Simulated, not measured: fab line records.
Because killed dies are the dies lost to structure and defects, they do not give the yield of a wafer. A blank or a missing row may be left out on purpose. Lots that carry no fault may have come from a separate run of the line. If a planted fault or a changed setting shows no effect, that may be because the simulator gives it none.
fab line records / flow sky130
record: lots: 5 wafers: 15 lastDay: 50
route steps=708 shown VT_ADJUST_HVTP@94 VT_ADJUST_LVTN@97 VT_ADJUST_NCORE@119
lots that met no fault: from a run of the same line without faults
startH: hours from the record's opening day to when the first of the lot's shown wafers began / waitH: how many hours have passed since the lot's step before this one / " identical to the entry in the row above / L1.1+2: a row that stands for several wafers / - no value, or no start given / * or withheld: withheld / < > ~ a bound
route shown NAME@n: NAME is a module with steps in the file, n the number in the route of the first one / usual: the fault-free wafers' mean and standard deviation / same: alike in all rows / chamber/n: place in a boat / sites: readings site by site / _std_site: how widely they spread, as a standard deviation / _edge_site: mean of outer sites minus mean of inner sites / radiusMm: for every site, how far away it sits from the centre of the wafer / mask NAME#n: copy n / behind: the tool/chamber that last shaped the wafer / hold: why the lot went on hold/how many hours it stayed there/how the hold came to an end / device: the n, p or np transistor that did not switch / end of line: tests run on the same wafers once the route is complete / a step with no rows: only its recipe / killed: at the first sort, the dies lost to defects and structure; wafer yield is something else / map: shows each die of a wafer: x if killed, . if not, _ if none is there
set.NAME: setting as actually run; set.NAME@STEP: the setting as run at that earlier step / model.NAME: the simulator's own value behind a step, which no gauge read
lots seen at some steps along the route; tables by step, rows by wafer
services: the hour from which a tool's chamber was out of use, counted from the record's first day as startH (under 0 if before that day), plus the number of hours and why
== steps ==
step: SKY_VT_ADJUST_HVTP_IMPLANT_09
recipe: species: As energyKev: 150 doseCm2: 4.3e+12 tiltDeg: withheld
step: SKY_VT_ADJUST_HVTP_STRIP_10
recipe: chemistry: O2/N2 powerW: 1400 pressureMtorr: 1500 platenTempC: withheld o2FlowSccm: 3000 n2FlowSccm: 300 overashFraction: 0.5
usual: drypumpMotorCurrentA: 5.5/0.47 oesProductAu: 0.716/0.0044 stripTimeToEndpointS: 14.20/0.046
same: overashFraction: 0.5
lot.wafer=L525.2 tool=plasmaAsher-02 chamber=1 startH=129.06 waitH=0.1 drypumpMotorCurrentA=5.6 oesProductAu=0.719 rfHoursCounterH=33 stripTimeToEndpointS=14.18
lot.wafer=L525.5 tool=plasmaAsher-02 chamber=0 startH=129.06 waitH=0.1 drypumpMotorCurrentA=4.9 oesProductAu=0.710 rfHoursCounterH=- stripTimeToEndpointS=14.15
lot.wafer=L525.6 tool=plasmaAsher-02 chamber=1 startH=129.06 waitH=0.1 drypumpMotorCurrentA=5.6 oesProductAu=0.715 rfHoursCounterH=- stripTimeToEndpointS=14.14
lot.wafer=L534.2 tool=plasmaAsher-02 chamber=1 startH=187.76 waitH=0.1 drypumpMotorCurrentA=5.6 oesProductAu=0.720 rfHoursCounterH=39 stripTimeToEndpointS=14.17
lot.wafer=L534.3 tool=plasmaAsher-02 chamber=1 startH=187.76 waitH=0.1 drypumpMotorCurrentA=5.6 oesProductAu=0.719 rfHoursCounterH=- stripTimeToEndpointS=14.23
lot.wafer=L534.4 tool=plasmaAsher-02 chamber=0 startH=187.76 waitH=0.1 drypumpMotorCurrentA=4.9 oesProductAu=0.714 rfHoursCounterH=- stripTimeToEndpointS=14.23
lot.wafer=L539.1 tool=plasmaAsher-03 chamber=0 startH=219.63 waitH=0.1 drypumpMotorCurrentA=6.4 oesProductAu=0.716 rfHoursCounterH=53 stripTimeToEndpointS=14.28
lot.wafer=L539.2 tool=plasmaAsher-03 chamber=1 startH=219.63 waitH=0.1 drypumpMotorCurrentA=5.4 oesProductAu=0.722 rfHoursCounterH=53 stripTimeToEndpointS=14.26
lot.wafer=L539.4 tool=plasmaAsher-03 chamber=0 startH=219.63 waitH=0.1 drypumpMotorCurrentA=6.5 oesProductAu=0.719 rfHoursCounterH=- stripTimeToEndpointS=14.29
lot.wafer=L544.1 tool=plasmaAsher-03 chamber=1 startH=249.98 waitH=0.1 drypumpMotorCurrentA=5.4 oesProductAu=0.715 rfHoursCounterH=56 stripTimeToEndpointS=14.21
lot.wafer=L544.2 tool=plasmaAsher-03 chamber=0 startH=249.98 waitH=0.1 drypumpMotorCurrentA=6.5 oesProductAu=0.712 rfHoursCounterH=56 stripTimeToEndpointS=14.19
lot.wafer=L544.4 tool=plasmaAsher-03 chamber=1 startH=249.98 waitH=0.1 drypumpMotorCurrentA=5.4 oesProductAu=0.707 rfHoursCounterH=- stripTimeToEndpointS=14.23
lot.wafer=L546.2 tool=plasmaAsher-02 chamber=0 startH=259.31 waitH=0.1 drypumpMotorCurrentA=4.9 oesProductAu=0.717 rfHoursCounterH=46 stripTimeToEndpointS=14.21
lot.wafer=L546.5 tool=plasmaAsher-02 chamber=1 startH=259.31 waitH=0.1 drypumpMotorCurrentA=5.6 oesProductAu=0.714 rfHoursCounterH=- stripTimeToEndpointS=14.20
lot.wafer=L546.6 tool=plasmaAsher-02 chamber=0 startH=259.31 waitH=0.1 drypumpMotorCurrentA=4.9 oesProductAu=0.708 rfHoursCounterH=- stripTimeToEndpointS=14.18
step: SKY_VT_ADJUST_HVTP_TW_MEAS_11
usual: VT_ADJUST_HVTP_TW: 1364/10
lot.wafer=L525.2 tool=filmMetro-02 chamber=- startH=129.17 waitH=0.1 VT_ADJUST_HVTP_TW=1370
lot.wafer=L525.5 tool=filmMetro-02 chamber=- startH=129.17 waitH=0.1 VT_ADJUST_HVTP_TW=1371
lot.wafer=L525.6 tool=filmMetro-02 chamber=- startH=129.17 waitH=0.1 VT_ADJUST_HVTP_TW=1371
lot.wafer=L534.2 tool=filmMetro-01 chamber=- startH=187.87 waitH=0.1 VT_ADJUST_HVTP_TW=1349
lot.wafer=L534.3 tool=filmMetro-01 chamber=- startH=187.87 waitH=0.1 VT_ADJUST_HVTP_TW=1361
lot.wafer=L534.4 tool=filmMetro-01 chamber=- startH=187.87 waitH=0.1 VT_ADJUST_HVTP_TW=1360
lot.wafer=L539.1 tool=filmMetro-03 chamber=- startH=219.73 waitH=0.1 VT_ADJUST_HVTP_TW=1379
lot.wafer=L539.2 tool=filmMetro-03 chamber=- startH=219.73 waitH=0.1 VT_ADJUST_HVTP_TW=1382
lot.wafer=L539.4 tool=filmMetro-03 chamber=- startH=219.73 waitH=0.1 VT_ADJUST_HVTP_TW=1371
lot.wafer=L544.1 tool=filmMetro-03 chamber=- startH=250.08 waitH=0.1 VT_ADJUST_HVTP_TW=1378
lot.wafer=L544.2 tool=filmMetro-03 chamber=- startH=250.08 waitH=0.1 VT_ADJUST_HVTP_TW=1371
lot.wafer=L544.4 tool=filmMetro-03 chamber=- startH=250.08 waitH=0.1 VT_ADJUST_HVTP_TW=1374
lot.wafer=L546.2 tool=filmMetro-03 chamber=- startH=259.42 waitH=0.1 VT_ADJUST_HVTP_TW=1377
lot.wafer=L546.5 tool=filmMetro-03 chamber=- startH=259.42 waitH=0.1 VT_ADJUST_HVTP_TW=1374
lot.wafer=L546.6 tool=filmMetro-03 chamber=- startH=259.42 waitH=0.1 VT_ADJUST_HVTP_TW=1384
step: SKY_VT_ADJUST_LVTN_DEHYDRATE_00
recipe: tempC: 200 timeS: 60
step: SKY_VT_ADJUST_LVTN_HMDS_01
recipe: primeTimeS: 60 primeTempC: 120
step: SKY_VT_ADJUST_LVTN_COAT_02
recipe: spinRpm: 2000 resistThkNm: 3000
step: SKY_VT_ADJUST_LVTN_SOFTBAKE_03
recipe: tempC: 110 timeS: withheld
step: SKY_VT_ADJUST_LVTN_EXPOSE_04
recipe: maskId: NWM_COMPLEMENT_LESS_NATIVE na: 0.6 sourceShape: conventional sigmaOuter: 0.6 polarization: unpolarized targetCdNm: 840 doseMj: 194
step: SKY_VT_ADJUST_LVTN_PEB_05
recipe: tempC: 115 timeS: withheld
step: SKY_VT_ADJUST_LVTN_DEVELOP_06
recipe: wallAngleDeg: 90 developer: TMAH developTimeS: 60 devTempC: 23
step: SKY_VT_ADJUST_LVTN_OVL_MEAS_07
usual: VT_ADJUST_LVTN_OVL: -0.1/1.5
lot.wafer=L525.2 tool=overlay-02 chamber=- startH=148.26 waitH=- VT_ADJUST_LVTN_OVL[nm]=2.9
lot.wafer=L525.5 tool=overlay-02 chamber=- startH=148.26 waitH=- VT_ADJUST_LVTN_OVL[nm]=1.3
lot.wafer=L525.6 tool=overlay-02 chamber=- startH=148.26 waitH=- VT_ADJUST_LVTN_OVL[nm]=1.0
lot.wafer=L534.2 tool=overlay-02 chamber=- startH=210.06 waitH=- VT_ADJUST_LVTN_OVL[nm]=-3.4
lot.wafer=L534.3 tool=overlay-02 chamber=- startH=210.06 waitH=- VT_ADJUST_LVTN_OVL[nm]=-1.6
lot.wafer=L534.4 tool=overlay-02 chamber=- startH=210.06 waitH=- VT_ADJUST_LVTN_OVL[nm]=-1.0
lot.wafer=L539.1 tool=overlay-01 chamber=- startH=241.86 waitH=- VT_ADJUST_LVTN_OVL[nm]=0.1
lot.wafer=L539.2 tool=overlay-01 chamber=- startH=241.86 waitH=- VT_ADJUST_LVTN_OVL[nm]=-0.7
lot.wafer=L539.4 tool=overlay-01 chamber=- startH=241.86 waitH=- VT_ADJUST_LVTN_OVL[nm]=-1.4
lot.wafer=L544.1 tool=overlay-02 chamber=- startH=274.95 waitH=- VT_ADJUST_LVTN_OVL[nm]=1.3
lot.wafer=L544.2 tool=overlay-02 chamber=- startH=274.95 waitH=- VT_ADJUST_LVTN_OVL[nm]=1.5
lot.wafer=L544.4 tool=overlay-02 chamber=- startH=274.95 waitH=- VT_ADJUST_LVTN_OVL[nm]=1.1
lot.wafer=L546.2 tool=overlay-02 chamber=- startH=284.02 waitH=- VT_ADJUST_LVTN_OVL[nm]=-2.2
lot.wafer=L546.5 tool=overlay-02 chamber=- startH=284.02 waitH=- VT_ADJUST_LVTN_OVL[nm]=-2.0
lot.wafer=L546.6 tool=overlay-02 chamber=- startH=284.02 waitH=- VT_ADJUST_LVTN_OVL[nm]=-2.4
step: SKY_VT_ADJUST_LVTN_IMPLANT_08
recipe: species: B energyKev: 30 doseCm2: 1.57e+12 tiltDeg: withheld
step: SKY_VT_ADJUST_LVTN_STRIP_09
recipe: chemistry: O2/N2 powerW: 1400 pressureMtorr: 1500 platenTempC: withheld o2FlowSccm: 3000 n2FlowSccm: 300 overashFraction: 0.5
usual: drypumpMotorCurrentA: 5.6/0.4 oesProductAu: 0.722/0.0041 stripTimeToEndpointS: 36.89/0.11
same: overashFraction: 0.5
lot.wafer=L525.2 tool=plasmaAsher-03 chamber=1 startH=148.44 waitH=0.1 drypumpMotorCurrentA=5.4 oesProductAu=0.726 rfHoursCounterH=46 stripTimeToEndpointS=37.08 model.coat_of_VT_ADJUST_LVTN_COAT_02.thkNm=0
lot.wafer=L525.5 tool=plasmaAsher-03 chamber=1 startH=148.44 waitH=0.1 drypumpMotorCurrentA=5.4 oesProductAu=0.724 rfHoursCounterH=- stripTimeToEndpointS=36.88 model.coat_of_VT_ADJUST_LVTN_COAT_02.thkNm=0
lot.wafer=L525.6 tool=plasmaAsher-03 chamber=0 startH=148.44 waitH=0.1 drypumpMotorCurrentA=6.4 oesProductAu=0.728 rfHoursCounterH=- stripTimeToEndpointS=36.99 model.coat_of_VT_ADJUST_LVTN_COAT_02.thkNm=0
lot.wafer=L534.2 tool=plasmaAsher-03 chamber=0 startH=210.24 waitH=0.1 drypumpMotorCurrentA=6.4 oesProductAu=0.944 rfHoursCounterH=52 stripTimeToEndpointS=- model.coat_of_VT_ADJUST_LVTN_COAT_02.thkNm=924.1
lot.wafer=L534.3 tool=plasmaAsher-03 chamber=1 startH=210.24 waitH=0.1 drypumpMotorCurrentA=5.4 oesProductAu=0.952 rfHoursCounterH=- stripTimeToEndpointS=- model.coat_of_VT_ADJUST_LVTN_COAT_02.thkNm=930.1
lot.wafer=L534.4 tool=plasmaAsher-03 chamber=0 startH=210.24 waitH=0.1 drypumpMotorCurrentA=6.4 oesProductAu=0.951 rfHoursCounterH=- stripTimeToEndpointS=- model.coat_of_VT_ADJUST_LVTN_COAT_02.thkNm=927.5
lot.wafer=L539.1 tool=plasmaAsher-01 chamber=1 startH=242.04 waitH=0.1 drypumpMotorCurrentA=5.4 oesProductAu=0.725 rfHoursCounterH=54 stripTimeToEndpointS=36.83 model.coat_of_VT_ADJUST_LVTN_COAT_02.thkNm=0
lot.wafer=L539.2 tool=plasmaAsher-01 chamber=0 startH=242.04 waitH=0.1 drypumpMotorCurrentA=5.2 oesProductAu=0.724 rfHoursCounterH=54 stripTimeToEndpointS=36.90 model.coat_of_VT_ADJUST_LVTN_COAT_02.thkNm=0
lot.wafer=L539.4 tool=plasmaAsher-01 chamber=1 startH=242.04 waitH=0.1 drypumpMotorCurrentA=5.4 oesProductAu=0.723 rfHoursCounterH=- stripTimeToEndpointS=36.85 model.coat_of_VT_ADJUST_LVTN_COAT_02.thkNm=0
lot.wafer=L544.1 tool=plasmaAsher-01 chamber=0 startH=275.14 waitH=0.1 drypumpMotorCurrentA=5.2 oesProductAu=0.727 rfHoursCounterH=58 stripTimeToEndpointS=37.04 model.coat_of_VT_ADJUST_LVTN_COAT_02.thkNm=0
lot.wafer=L544.2 tool=plasmaAsher-01 chamber=1 startH=275.14 waitH=0.1 drypumpMotorCurrentA=5.4 oesProductAu=0.721 rfHoursCounterH=58 stripTimeToEndpointS=37.07 model.coat_of_VT_ADJUST_LVTN_COAT_02.thkNm=0
lot.wafer=L544.4 tool=plasmaAsher-01 chamber=0 startH=275.14 waitH=0.1 drypumpMotorCurrentA=5.2 oesProductAu=0.721 rfHoursCounterH=- stripTimeToEndpointS=36.98 model.coat_of_VT_ADJUST_LVTN_COAT_02.thkNm=0
lot.wafer=L546.2 tool=plasmaAsher-01 chamber=0 startH=284.20 waitH=0.1 drypumpMotorCurrentA=5.2 oesProductAu=0.724 rfHoursCounterH=59 stripTimeToEndpointS=36.86 model.coat_of_VT_ADJUST_LVTN_COAT_02.thkNm=0
lot.wafer=L546.5 tool=plasmaAsher-01 chamber=0 startH=284.20 waitH=0.1 drypumpMotorCurrentA=5.2 oesProductAu=0.717 rfHoursCounterH=- stripTimeToEndpointS=36.91 model.coat_of_VT_ADJUST_LVTN_COAT_02.thkNm=0
lot.wafer=L546.6 tool=plasmaAsher-01 chamber=1 startH=284.20 waitH=0.1 drypumpMotorCurrentA=5.4 oesProductAu=0.726 rfHoursCounterH=- stripTimeToEndpointS=36.92 model.coat_of_VT_ADJUST_LVTN_COAT_02.thkNm=0
step: SKY_VT_ADJUST_LVTN_TW_MEAS_10
usual: VT_ADJUST_LVTN_TW: 242.9/1.7
lot.wafer=L525.2 tool=filmMetro-03 chamber=- startH=148.55 waitH=0.1 VT_ADJUST_LVTN_TW=241.9
lot.wafer=L525.5 tool=filmMetro-03 chamber=- startH=148.55 waitH=0.1 VT_ADJUST_LVTN_TW=242.0
lot.wafer=L525.6 tool=filmMetro-03 chamber=- startH=148.55 waitH=0.1 VT_ADJUST_LVTN_TW=243.8
lot.wafer=L534.2 tool=filmMetro-03 chamber=- startH=210.35 waitH=0.1 VT_ADJUST_LVTN_TW=244.8
lot.wafer=L534.3 tool=filmMetro-03 chamber=- startH=210.35 waitH=0.1 VT_ADJUST_LVTN_TW=244.6
lot.wafer=L534.4 tool=filmMetro-03 chamber=- startH=210.35 waitH=0.1 VT_ADJUST_LVTN_TW=245.3
lot.wafer=L539.1 tool=filmMetro-01 chamber=- startH=242.14 waitH=0.1 VT_ADJUST_LVTN_TW=240.6
lot.wafer=L539.2 tool=filmMetro-01 chamber=- startH=242.14 waitH=0.1 VT_ADJUST_LVTN_TW=240.5
lot.wafer=L539.4 tool=filmMetro-01 chamber=- startH=242.14 waitH=0.1 VT_ADJUST_LVTN_TW=241.3
lot.wafer=L544.1 tool=filmMetro-04 chamber=- startH=275.24 waitH=0.1 VT_ADJUST_LVTN_TW=243.4
lot.wafer=L544.2 tool=filmMetro-04 chamber=- startH=275.24 waitH=0.1 VT_ADJUST_LVTN_TW=243.2
lot.wafer=L544.4 tool=filmMetro-04 chamber=- startH=275.24 waitH=0.1 VT_ADJUST_LVTN_TW=242.0
lot.wafer=L546.2 tool=filmMetro-03 chamber=- startH=284.31 waitH=0.1 VT_ADJUST_LVTN_TW=244.6
lot.wafer=L546.5 tool=filmMetro-03 chamber=- startH=284.31 waitH=0.1 VT_ADJUST_LVTN_TW=244.7
lot.wafer=L546.6 tool=filmMetro-03 chamber=- startH=284.31 waitH=0.1 VT_ADJUST_LVTN_TW=244.9
step: SKY_VT_ADJUST_LVTN_DEHYDRATE_11
recipe: tempC: 200 timeS: 60
step: SKY_VT_ADJUST_LVTN_HMDS_12
recipe: primeTimeS: 60 primeTempC: 120
step: SKY_VT_ADJUST_LVTN_COAT_13
recipe: resist: NOVOLAK spinRpm: 3000 resistThkNm: 1140
step: SKY_VT_ADJUST_LVTN_SOFTBAKE_14
recipe: tempC: 90 timeS: 60 resist: NOVOLAK
step: SKY_VT_ADJUST_LVTN_EXPOSE_15
recipe: maskId: HVN_STD_DERIVED na: 0.6 sourceShape: conventional sigmaOuter: 0.6 polarization: unpolarized targetCdNm: 600 doseMj: 163
step: SKY_VT_ADJUST_LVTN_PEB_16
recipe: tempC: withheld timeS: * resist: NOVOLAK
step: SKY_VT_ADJUST_LVTN_DEVELOP_17
recipe: resist: NOVOLAK developer: TMAH developTimeS: 60 devTempC: 23
step: SKY_VT_ADJUST_LVTN_OVL_MEAS_18
usual: VT_ADJUST_LVTN_01_OVL: 0.3/1.9
lot.wafer=L525.2 tool=overlay-02 chamber=- startH=168.36 waitH=0.1 VT_ADJUST_LVTN_01_OVL[nm]=-2.8
lot.wafer=L525.5 tool=overlay-02 chamber=- startH=168.36 waitH=0.1 VT_ADJUST_LVTN_01_OVL[nm]=-1.7
lot.wafer=L525.6 tool=overlay-02 chamber=- startH=168.36 waitH=0.1 VT_ADJUST_LVTN_01_OVL[nm]=-1.8
lot.wafer=L534.2 tool=overlay-01 chamber=- startH=231.81 waitH=0.1 VT_ADJUST_LVTN_01_OVL[nm]=3.1
lot.wafer=L534.3 tool=overlay-01 chamber=- startH=231.81 waitH=0.1 VT_ADJUST_LVTN_01_OVL[nm]=2.2
lot.wafer=L534.4 tool=overlay-01 chamber=- startH=231.81 waitH=0.1 VT_ADJUST_LVTN_01_OVL[nm]=2.3
lot.wafer=L539.1 tool=overlay-01 chamber=- startH=265.71 waitH=0.1 VT_ADJUST_LVTN_01_OVL[nm]=1.2
lot.wafer=L539.2 tool=overlay-01 chamber=- startH=265.71 waitH=0.1 VT_ADJUST_LVTN_01_OVL[nm]=-0.8
lot.wafer=L539.4 tool=overlay-01 chamber=- startH=265.71 waitH=0.1 VT_ADJUST_LVTN_01_OVL[nm]=-0.5
lot.wafer=L544.1 tool=overlay-01 chamber=- startH=300.70 waitH=0.1 VT_ADJUST_LVTN_01_OVL[nm]=0.2
lot.wafer=L544.2 tool=overlay-01 chamber=- startH=300.70 waitH=0.1 VT_ADJUST_LVTN_01_OVL[nm]=1.4
lot.wafer=L544.4 tool=overlay-01 chamber=- startH=300.70 waitH=0.1 VT_ADJUST_LVTN_01_OVL[nm]=2.7
lot.wafer=L546.2 tool=overlay-01 chamber=- startH=309.56 waitH=0.1 VT_ADJUST_LVTN_01_OVL[nm]=0.4
lot.wafer=L546.5 tool=overlay-01 chamber=- startH=309.56 waitH=0.1 VT_ADJUST_LVTN_01_OVL[nm]=-0.6
lot.wafer=L546.6 tool=overlay-01 chamber=- startH=309.56 waitH=0.1 VT_ADJUST_LVTN_01_OVL[nm]=3.1
step: SKY_VT_ADJUST_LVTN_IMPLANT_19
recipe: species: B energyKev: 30 doseCm2: 6.5e+11 tiltDeg: withheld
step: SKY_VT_ADJUST_LVTN_STRIP_20
recipe: chemistry: O2/N2 powerW: 1400 pressureMtorr: 1500 platenTempC: withheld o2FlowSccm: 3000 n2FlowSccm: 300 overashFraction: 0.5
usual: drypumpMotorCurrentA: 5.7/0.42 oesProductAu: 0.716/0.0047 stripTimeToEndpointS: 14.20/0.04
same: overashFraction: 0.5
lot.wafer=L525.2 tool=plasmaAsher-04 chamber=1 startH=168.54 waitH=0.1 drypumpMotorCurrentA=5.8 oesProductAu=0.704 rfHoursCounterH=5 stripTimeToEndpointS=14.15
lot.wafer=L525.5 tool=plasmaAsher-04 chamber=0 startH=168.54 waitH=0.1 drypumpMotorCurrentA=5.7 oesProductAu=0.722 rfHoursCounterH=- stripTimeToEndpointS=14.17
lot.wafer=L525.6 tool=plasmaAsher-04 chamber=1 startH=168.54 waitH=0.1 drypumpMotorCurrentA=5.8 oesProductAu=0.718 rfHoursCounterH=- stripTimeToEndpointS=14.16
lot.wafer=L534.2 tool=plasmaAsher-03 chamber=1 startH=231.99 waitH=0.1 drypumpMotorCurrentA=5.4 oesProductAu=0.716 rfHoursCounterH=54 stripTimeToEndpointS=28.08
lot.wafer=L534.3 tool=plasmaAsher-03 chamber=1 startH=231.99 waitH=0.1 drypumpMotorCurrentA=5.4 oesProductAu=0.724 rfHoursCounterH=- stripTimeToEndpointS=28.17
lot.wafer=L534.4 tool=plasmaAsher-03 chamber=0 startH=231.99 waitH=0.1 drypumpMotorCurrentA=6.4 oesProductAu=0.721 rfHoursCounterH=- stripTimeToEndpointS=28.13
lot.wafer=L539.1 tool=plasmaAsher-01 chamber=1 startH=265.89 waitH=0.1 drypumpMotorCurrentA=5.5 oesProductAu=0.716 rfHoursCounterH=57 stripTimeToEndpointS=14.28
lot.wafer=L539.2 tool=plasmaAsher-01 chamber=0 startH=265.89 waitH=0.1 drypumpMotorCurrentA=5.2 oesProductAu=0.707 rfHoursCounterH=57 stripTimeToEndpointS=14.26
lot.wafer=L539.4 tool=plasmaAsher-01 chamber=1 startH=265.89 waitH=0.1 drypumpMotorCurrentA=5.5 oesProductAu=0.710 rfHoursCounterH=- stripTimeToEndpointS=14.27
lot.wafer=L544.1 tool=plasmaAsher-03 chamber=0 startH=300.89 waitH=0.1 drypumpMotorCurrentA=6.4 oesProductAu=0.715 rfHoursCounterH=61 stripTimeToEndpointS=14.24
lot.wafer=L544.2 tool=plasmaAsher-03 chamber=1 startH=300.89 waitH=0.1 drypumpMotorCurrentA=5.4 oesProductAu=0.714 rfHoursCounterH=61 stripTimeToEndpointS=14.27
lot.wafer=L544.4 tool=plasmaAsher-03 chamber=1 startH=300.89 waitH=0.1 drypumpMotorCurrentA=5.4 oesProductAu=0.708 rfHoursCounterH=- stripTimeToEndpointS=14.21
lot.wafer=L546.2 tool=plasmaAsher-03 chamber=1 startH=309.74 waitH=0.1 drypumpMotorCurrentA=5.4 oesProductAu=0.710 rfHoursCounterH=62 stripTimeToEndpointS=14.23
lot.wafer=L546.5 tool=plasmaAsher-03 chamber=0 startH=309.74 waitH=0.1 drypumpMotorCurrentA=6.4 oesProductAu=0.714 rfHoursCounterH=- stripTimeToEndpointS=14.21
lot.wafer=L546.6 tool=plasmaAsher-03 chamber=1 startH=309.74 waitH=0.1 drypumpMotorCurrentA=5.4 oesProductAu=0.710 rfHoursCounterH=- stripTimeToEndpointS=14.25
step: SKY_VT_ADJUST_LVTN_TW_MEAS_21
usual: VT_ADJUST_LVTN_2_TW: 189.7/1.2
lot.wafer=L525.2 tool=filmMetro-03 chamber=- startH=168.65 waitH=0.1 VT_ADJUST_LVTN_2_TW=189.5
lot.wafer=L525.5 tool=filmMetro-03 chamber=- startH=168.65 waitH=0.1 VT_ADJUST_LVTN_2_TW=189.9
lot.wafer=L525.6 tool=filmMetro-03 chamber=- startH=168.65 waitH=0.1 VT_ADJUST_LVTN_2_TW=188.4
lot.wafer=L534.2 tool=filmMetro-03 chamber=- startH=232.10 waitH=0.1 VT_ADJUST_LVTN_2_TW=30.4
lot.wafer=L534.3 tool=filmMetro-03 chamber=- startH=232.10 waitH=0.1 VT_ADJUST_LVTN_2_TW=30.5
lot.wafer=L534.4 tool=filmMetro-03 chamber=- startH=232.10 waitH=0.1 VT_ADJUST_LVTN_2_TW=30.4
lot.wafer=L539.1 tool=filmMetro-04 chamber=- startH=265.99 waitH=0.1 VT_ADJUST_LVTN_2_TW=189.4
lot.wafer=L539.2 tool=filmMetro-04 chamber=- startH=265.99 waitH=0.1 VT_ADJUST_LVTN_2_TW=189.4
lot.wafer=L539.4 tool=filmMetro-04 chamber=- startH=265.99 waitH=0.1 VT_ADJUST_LVTN_2_TW=189.3
lot.wafer=L544.1 tool=filmMetro-04 chamber=- startH=300.99 waitH=0.1 VT_ADJUST_LVTN_2_TW=190.7
lot.wafer=L544.2 tool=filmMetro-04 chamber=- startH=300.99 waitH=0.1 VT_ADJUST_LVTN_2_TW=190.3
lot.wafer=L544.4 tool=filmMetro-04 chamber=- startH=300.99 waitH=0.1 VT_ADJUST_LVTN_2_TW=189.5
lot.wafer=L546.2 tool=filmMetro-03 chamber=- startH=309.85 waitH=0.1 VT_ADJUST_LVTN_2_TW=191.8
lot.wafer=L546.5 tool=filmMetro-03 chamber=- startH=309.85 waitH=0.1 VT_ADJUST_LVTN_2_TW=190.6
lot.wafer=L546.6 tool=filmMetro-03 chamber=- startH=309.85 waitH=0.1 VT_ADJUST_LVTN_2_TW=189.8
step: SKY_VT_ADJUST_NCORE_DEHYDRATE_00
recipe: tempC: 200 timeS: 60
== services ==
tool=plasmaAsher-04 chamber=- startH=108.75 hours=9.0 kind=pm
tool=plasmaAsher-04 chamber=0 startH=108.75 hours=9.0 kind=ventCycle
tool=plasmaAsher-04 chamber=1 startH=108.75 hours=9.0 kind=ventCycle
tool=plasmaAsher-04 chamber=0 startH=117.75 hours=- kind=clean
tool=plasmaAsher-04 chamber=1 startH=117.75 hours=- kind=clean
tool=plasmaAsher-01 chamber=- startH=135.99 hours=4.5 kind=repair
tool=plasmaAsher-02 chamber=- startH=256.33 hours=1.9 kind=repair
== key ==
firstSign: step: SKY_VT_ADJUST_LVTN_STRIP_09 reading: oesProductAu direction: up sigmas: 55 usual: 0.722 struck: 0.949
effect: step: SKY_VT_ADJUST_LVTN_STRIP_20 reading: stripTimeToEndpointS direction: up sigmas: 99+ usual: * struck: *
effect: step: SKY_VT_ADJUST_LVTN_TW_MEAS_21 reading: VT_ADJUST_LVTN_2_TW direction: down sigmas: 99+ usual: 189.7 struck: 30.4
modelEffect: step: SKY_VT_ADJUST_LVTN_STRIP_09 value: coat_of_VT_ADJUST_LVTN_COAT_02.thkNm without: 0 struck: 927.2
metAt SKY_VT_ADJUST_LVTN_STRIP_09
struckWafers L534.2,L534.3,L534.4
sortLeftOut L534.2,L534.3,L534.4
testerLeftOut L534
onsetBetween 148.44 210.24
fault: kind: stripAborted tool: plasmaAsher-03 chamber: - onsetH: 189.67 steps: SKY_VT_ADJUST_LVTN_STRIP_09 offset: 0.58138 endH: 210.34
testerLeftOut: of these lots the tester's yield and bins aren't shown, on N5 and GAA mostly nor the transistor test; their killed dies are dies lost to structure and defects alone, not to doping, threshold or leakage, so they don't give the yield
sortLeftOut: the simulated sort isn't trusted on such a fault, so these wafers' sort isn't shown, and their yield isn't known
